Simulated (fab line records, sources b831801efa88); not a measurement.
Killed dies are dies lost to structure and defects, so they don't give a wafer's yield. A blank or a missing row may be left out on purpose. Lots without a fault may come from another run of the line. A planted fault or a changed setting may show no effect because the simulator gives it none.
Tool commonality check | flow sky130 | 13 lots, 39 wafers sampled

WHY IT WAS OPENED
At SKY_SD_N_TW_MEAS_12 the reading SD_N_TW is flagged on 2 of 13 lots. Wafers without a fault read 3992, standard deviation 18.
Rule: a lot is flagged when every wafer of it that has a number lies more than 4 standard deviations from that mean, or none has a number. The other lots count as sound.

lot  | measured     | on            | SD_N_TW, wafer by wafer | flag
L403 | day 28 03:26 | film_metro-02 | 3984 3973 3992          |
L406 | day 29 07:07 | film_metro-03 | 3984 3998 3987          |
L408 | day 29 17:43 | film_metro-03 | 4004 3999 3992          |
L407 | day 29 19:26 | film_metro-02 | 3953 3941 3942          |
L409 | day 29 20:28 | film_metro-01 | 3996 4011 4009          |
L412 | day 31 06:52 | film_metro-03 | 3989 4003 3986          |
L413 | day 31 08:03 | film_metro-03 | 4352 4358 4331          | FLAGGED
L416 | day 32 02:05 | film_metro-01 | 4316 4337 4324          | FLAGGED
L418 | day 32 22:52 | film_metro-01 | 4004 4003 4002          |
L419 | day 33 04:08 | film_metro-02 | 3990 3989 3994          |
L422 | day 34 05:34 | film_metro-01 | 4000 3991 3991          |
L423 | day 34 11:10 | film_metro-03 | 3987 3985 3954          |
L424 | day 34 18:35 | film_metro-03 | 3978 3965 3982          |
The numbers of the flagged lots are 4336 on average: +344 against the usual, or +19 standard deviations.

WHICH TOOL RAN EACH LOT
The record holds 2 process steps before the reading, out of a route of 708 steps. In each cell: the tool, then ch and the chambers that the sampled wafers went through, then the start.
lot  | flag    | SKY_SD_N_IMPLANT_09             | SKY_SD_N_STRIP_11
L403 |         | implanter-04 ch 0, day 28 03:02 | plasma_asher-03 ch 0,1, day 28 03:20
L406 |         | implanter-04 ch 0, day 29 06:44 | plasma_asher-04 ch 0,1, day 29 07:01
L408 |         | implanter-01 ch 0, day 29 17:19 | plasma_asher-02 ch 0,1, day 29 17:37
L407 |         | implanter-01 ch 0, day 29 19:02 | plasma_asher-03 ch 0,1, day 29 19:20
L409 |         | implanter-01 ch 0, day 29 20:05 | plasma_asher-03 ch 0,1, day 29 20:22
L412 |         | implanter-03 ch 0, day 31 06:28 | plasma_asher-04 ch 0,1, day 31 06:46
L413 | FLAGGED | implanter-04 ch 0, day 31 07:39 | plasma_asher-02 ch 0,1, day 31 07:57
L416 | FLAGGED | implanter-04 ch 0, day 32 01:41 | plasma_asher-03 ch 0,1, day 32 01:59
L418 |         | implanter-01 ch 0, day 32 22:29 | plasma_asher-04 ch 0,1, day 32 22:46
L419 |         | implanter-01 ch 0, day 33 03:44 | plasma_asher-03 ch 0,1, day 33 04:02
L422 |         | implanter-04 ch 0, day 34 05:10 | plasma_asher-03 ch 1, day 34 05:28
L423 |         | implanter-01 ch 0, day 34 10:46 | plasma_asher-04 ch 0,1, day 34 11:04
L424 |         | implanter-04 ch 0, day 34 18:12 | plasma_asher-04 ch 0,1, day 34 18:29
What these steps do:
- SKY_SD_N_IMPLANT_09
- SKY_SD_N_STRIP_11: strips in O2/N2.
- SKY_SD_N_TW_MEAS_12

FLAGGED OVER TOTAL, TOOL BY TOOL (the gauges that took the reading come last)
step                | tool            | lots run | flagged | share of the flagged lots | sound lots run after its first flagged lot
SKY_SD_N_IMPLANT_09 | implanter-01    | 6        | 0       | none                      | -
SKY_SD_N_IMPLANT_09 | implanter-03    | 1        | 0       | none                      | -
SKY_SD_N_IMPLANT_09 | implanter-04    | 6        | 2       | all                       | 2 (L422,L424)
SKY_SD_N_STRIP_11   | plasma_asher-02 | 2        | 1       | some                      | 0
SKY_SD_N_STRIP_11   | plasma_asher-03 | 6        | 1       | some                      | 2 (L419,L422)
SKY_SD_N_STRIP_11   | plasma_asher-04 | 5        | 0       | none                      | -
SKY_SD_N_TW_MEAS_12 | film_metro-01   | 4        | 1       | some                      | 2 (L418,L422)
SKY_SD_N_TW_MEAS_12 | film_metro-02   | 3        | 0       | none                      | -
SKY_SD_N_TW_MEAS_12 | film_metro-03   | 6        | 1       | some                      | 2 (L423,L424)

WHAT THE TABLE ALLOWS
1 row of the table ran every flagged lot: implanter-04 at SKY_SD_N_IMPLANT_09.
- implanter-04 at SKY_SD_N_IMPLANT_09: 2 of its 6 lots flagged. Sound lots ran on it after the first flagged one (L422, L424), which a lasting fault on the whole tool wouldn't allow. Its own readings lie more than 4 standard deviations out on every wafer of the flagged lots: beam_energy_keV.
No row of the table ran every flagged lot and no sound lot after the first.

WHAT THE SIMULATOR HAD PUT IN
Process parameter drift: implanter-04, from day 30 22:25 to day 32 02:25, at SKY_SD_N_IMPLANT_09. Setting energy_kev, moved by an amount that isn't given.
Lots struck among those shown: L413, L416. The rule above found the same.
